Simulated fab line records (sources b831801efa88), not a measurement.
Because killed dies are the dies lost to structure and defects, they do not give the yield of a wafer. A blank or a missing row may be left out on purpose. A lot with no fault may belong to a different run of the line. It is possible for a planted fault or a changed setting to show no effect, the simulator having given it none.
Chamber matching :: flow gf180mcu :: 4 sister chambers for GF_V3_CMP_26 on cmp-02
The step polishes, stops on SiO2, t overpolish 15 s, target thk 0 nm. 8 wafers are shown with their chamber, then 11 later ones without.

== EACH WAFER AND ITS CHAMBER ==
wafer: L086.3
chamber: 0
time-to-endpoint-s (s): 79
motor-current-A (A): 11.4

wafer: L087.1
chamber: 3
time-to-endpoint-s (s): 85
motor-current-A (A): 11.2

wafer: L087.2
chamber: 2
time-to-endpoint-s (s): 79
motor-current-A (A): 10.7

wafer: L087.6
chamber: 1
time-to-endpoint-s (s): 79
motor-current-A (A): 10.9

wafer: L090.1
chamber: 0
time-to-endpoint-s (s): 80
motor-current-A (A): 12.3

wafer: L090.2
chamber: 1
time-to-endpoint-s (s): 82
motor-current-A (A): 10.9

wafer: L090.3
chamber: 2
time-to-endpoint-s (s): 82
motor-current-A (A): 10.7

wafer: L091.2
chamber: 3
time-to-endpoint-s (s): 89
motor-current-A (A): 11.8

== WAFERS MISSING THEIR CHAMBER ==
wafer: L091.5
time-to-endpoint-s (s): 89
motor-current-A (A): 11.3

wafer: L091.6
time-to-endpoint-s (s): 86
motor-current-A (A): 11.2

wafer: L092.1
time-to-endpoint-s (s): 79
motor-current-A (A): 11.8

wafer: L092.2
time-to-endpoint-s (s): 81
motor-current-A (A): 11.0

wafer: L092.4
time-to-endpoint-s (s): 84
motor-current-A (A): 11.0

wafer: L093.1
time-to-endpoint-s (s): 84
motor-current-A (A): 11.9

wafer: L093.3
time-to-endpoint-s (s): 83
motor-current-A (A): 10.9

wafer: L093.5
time-to-endpoint-s (s): 82
motor-current-A (A): 11.5

wafer: L095.1
time-to-endpoint-s (s): 79
motor-current-A (A): 11.3

wafer: L095.2
time-to-endpoint-s (s): 79
motor-current-A (A): 12.0

wafer: L095.6
time-to-endpoint-s (s): 80
motor-current-A (A): 11.1

== CHAMBER TAKEN BY EACH ==
wafer: L091.5
from the rows above: 3
in truth: 3

wafer: L091.6
from the rows above: can't be placed: 3 or 1
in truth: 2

wafer: L092.1
from the rows above: 0
in truth: 0

wafer: L092.2
from the rows above: can't be placed: 1 or 2 or 0
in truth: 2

wafer: L092.4
from the rows above: can't be placed: 1 or 2 or 3 or 0
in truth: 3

wafer: L093.1
from the rows above: can't be placed: 3 or 0 or 1 or 2
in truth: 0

wafer: L093.3
from the rows above: can't be placed: 1 or 2 or 3 or 0
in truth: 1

wafer: L093.5
from the rows above: can't be placed: 0 or 1 or 2 or 3
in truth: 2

wafer: L095.1
from the rows above: can't be placed: 1 or 0 or 2
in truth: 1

wafer: L095.2
from the rows above: 0
in truth: 0

wafer: L095.6
from the rows above: can't be placed: 1 or 2 or 0
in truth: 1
Correctly placed: 3 of 11. These rows do not allow placing 8 (true chamber among the candidates in 7). Wrongly placed: 0.
How it was worked out, from the rows above alone: a wafer's distance from a chamber is the root of the sum, over the readings, of the square of ((its reading less the chamber's mean) divided by the reading's scatter). If the next closest chamber is less than 2 further off than the closest, the wafer can't be placed; otherwise it belongs to the closest. A chamber's mean is the mean of its shown wafers. The scatter: take each reading less its chamber's mean, square it, sum over the shown wafers, divide by the number of wafers less the number of chambers, and take the root.
